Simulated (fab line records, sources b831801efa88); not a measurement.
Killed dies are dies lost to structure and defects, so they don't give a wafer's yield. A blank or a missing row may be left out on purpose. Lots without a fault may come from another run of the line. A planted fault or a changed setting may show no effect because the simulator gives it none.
Which tool did it? | flow gf180mcu | 11 lots, 33 wafers sampled, at 5 steps of a route of 602

WHAT THE GAUGES READ, wafer by wafer
GF_STI_THK_MEAS_24.
lot  | measured    | on            | STI_CVD_23_THK (nm)
L998 | day 2 03:32 | film_metro-02 | 655 640 650
L999 | day 2 09:31 | film_metro-02 | 644 635 642
L100 | day 2 14:50 | film_metro-02 | 648 650 657
L101 | day 2 18:50 | film_metro-01 | 655 652 641
L102 | day 3 00:43 | film_metro-02 | 645 647 648
L105 | day 3 17:25 | film_metro-04 | 639 643 652
L107 | day 4 03:08 | film_metro-01 | 654 652 654
L109 | day 4 11:35 | film_metro-01 | 289 656 661 289 656 661
L110 | day 4 17:15 | film_metro-04 | 287 655 661 287 655 661
L114 | day 5 15:14 | film_metro-01 | 646 642 659
L115 | day 5 18:07 | film_metro-04 | 645 652 640

GF_MVPSD_OVL_MEAS_07.
lot  | measured    | on         | MVPSD_OVL (nm)
L998 | day 5 00:02 | overlay-02 | -0.9 -1.0 -0.8
L999 | day 5 06:03 | overlay-02 | -0.2 -2.4 -1.2
L100 | day 5 13:26 | overlay-02 | -1.1 0.2 -0.6
L101 | day 5 19:55 | overlay-01 | -1.7 -0.7 -0.7
L102 | day 6 01:17 | overlay-01 | -1.8 -1.3 -1.9
L105 | day 6 20:22 | overlay-02 | -2.0 -1.8 -1.6
L107 | day 7 06:38 | overlay-01 | -2.1 -0.6 -1.4
L109 | day 7 18:04 | overlay-01 | -2.0 -1.2
L110 | day 8 00:57 | overlay-02 | -1.2 -1.0
L114 | day 9 00:11 | overlay-02 | -0.3 -2.7 -1.8
L115 | day 9 05:17 | overlay-01 | -0.9 -1.4 -2.3

GF_VT_IMPLANT_OVL_MEAS_07.
lot  | measured    | on         | VT_IMPLANT_OVL (nm)
L998 | day 5 13:46 | overlay-01 | -0.9 -0.4 -0.3
L999 | day 5 20:13 | overlay-01 | 0.2 0.6 0.1
L100 | day 6 04:29 | overlay-02 | -1.2 -0.9 -0.6
L101 | day 6 11:34 | overlay-02 | 0.5 0.1 0.2
L102 | day 6 17:06 | overlay-01 | -2.7 -2.7 -1.5
L105 | day 7 13:01 | overlay-02 | -1.3 0.2 -0.5
L107 | day 7 23:21 | overlay-01 | -1.7 -0.6 -1.6
L109 | day 8 11:07 | overlay-01 | -1.6 -0.2
L110 | day 8 17:25 | overlay-01 | -1.8 -2.1
L114 | day 9 17:53 | overlay-01 | -0.3 0.5 0.3
L115 | day 9 22:39 | overlay-02 | 0.4 0.9 0.1

WHICH TOOL RAN EACH LOT (tool, then ch and the chambers of the sampled wafers, then the start)
lot  | GF_STI_CVD_23                   | GF_STI_CMP_25
L998 | hdpcvd-01 ch 0,1, day 2 03:28   | cmp-01 ch 1,2,3, day 2 03:41
L999 | hdpcvd-02 ch 1,2, day 2 09:25   | cmp-01 ch 0,2, day 2 09:34
L100 | hdpcvd-01 ch 0,1, day 2 14:46   | cmp-01 ch 1,2, day 2 14:57
L101 | hdpcvd-01 ch 1,2, day 2 18:46   | cmp-01 ch 1,2,3, day 2 18:57
L102 | hdpcvd-02 ch 0,2, day 3 00:37   | cmp-02 ch 0,1,3, day 3 00:49
L105 | hdpcvd-02 ch 1,2, day 3 17:20   | cmp-02 ch 1,2, day 3 17:40
L107 | hdpcvd-02 ch 0,1, day 4 03:04   | cmp-02 ch 0,1,2, day 4 03:12
L109 | hdpcvd-02 ch 1,2, day 4 11:31   | cmp-01 ch 1,2,3, day 4 14:47
L110 | hdpcvd-02 ch 0,1,2, day 4 17:10 | cmp-02 ch 0,2,3, day 4 20:35
L114 | hdpcvd-01 ch 0,1,2, day 5 15:10 | cmp-01 ch 0,1,2, day 5 15:18
L115 | hdpcvd-01 ch 0,1,2, day 5 18:02 | cmp-02 ch 0,1,2, day 5 18:11
- GF_STI_CVD_23: deposits SiO2, target thk 650 nm, time 108.3 s.
- GF_STI_CMP_25: polishes, stops on Si3N4, t overpolish 33 s, target thk 524.6 nm.

WHAT THE TOOLS THEMSELVES READ (means of the sampled wafers that have a number; where no wafer has one, the mark that the record gives instead)
GF_STI_CVD_23.
lot  | tool      | pressure_mtorr (mTorr)
L998 | hdpcvd-01 | 6.000
L999 | hdpcvd-02 | 5.993
L100 | hdpcvd-01 | 6.007
L101 | hdpcvd-01 | 5.993
L102 | hdpcvd-02 | 5.989
L105 | hdpcvd-02 | 6.000
L107 | hdpcvd-02 | 6.013
L109 | hdpcvd-02 | 5.983
L110 | hdpcvd-02 | 6.006
L114 | hdpcvd-01 | 5.997
L115 | hdpcvd-01 | 5.981

GF_STI_CMP_25.
lot  | tool   | edge_zone_pressure_frac | motor_current_A (A) | slurry_filter_dp_kPa (kPa) | time_to_endpoint_s (s)
L998 | cmp-01 | 1.000                   | 11.8                | 13.42                      | 131
L999 | cmp-01 | 1.005                   | 12.1                | 13.47                      | 129
L100 | cmp-01 | 1.000                   | 12.6                | 13.55                      | 133
L101 | cmp-01 | 0.995                   | 11.8                | 13.48                      | 129
L102 | cmp-02 | 1.002                   | 11.1                | 13.37                      | 121
L105 | cmp-02 | 0.998                   | 11.2                | 13.47                      | 126
L107 | cmp-02 | 1.006                   | 11.4                | 13.47                      | 124
L109 | cmp-01 | 0.999                   | 11.3                | 13.51                      | 107
L110 | cmp-02 | 1.005                   | 12.0                | 13.38                      | 106
L114 | cmp-01 | 0.999                   | 12.4                | 13.41                      | 127
L115 | cmp-02 | 0.999                   | 11.8                | 13.73                      | 119

THE ANSWER, worked out from the rows above alone
Rule: what is usual is taken from the lots themselves. Put in order of their means at a reading, lots are off if they are a third of the lots or fewer, leave a main group of 4 or more, and stand apart from it by a gap of 3 or more times the standard deviation of the main group's means; of several such gaps the widest counts. A main group whose means are all the same, to the digits that the tables above print for the reading, isn't used. A lot without any number at a reading at which 4 lots or more have one is off too. The other lots that the step has rows for count as sound. The gauges are gone through in route order, then the tools' own readings, and for those a lot's mean is taken as printed above. The first step at which some lot is off is used, and at that step the reading that is off furthest; a lot without a number counts as furthest.
Off: L109, L110, at GF_STI_THK_MEAS_24 (STI_CVD_23_THK). The main group: mean 648 nm, standard deviation 3.7.
A tool fits if, at a process step before that reading, it ran every lot that is off, and no sound lot after the first of them. The gauges at GF_STI_THK_MEAS_24 are tried like those tools. One fits: hdpcvd-02 at GF_STI_CVD_23. Its last sound lot is L107 (day 4 03:04), its first lot that is off L109 (day 4 11:31): a fault that began between those two fits.

WHAT THE SIMULATOR HAD PUT IN
Process parameter drift: hdpcvd-02, from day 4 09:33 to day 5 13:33, at GF_STI_CVD_23. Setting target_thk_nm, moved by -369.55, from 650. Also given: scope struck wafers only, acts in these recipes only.
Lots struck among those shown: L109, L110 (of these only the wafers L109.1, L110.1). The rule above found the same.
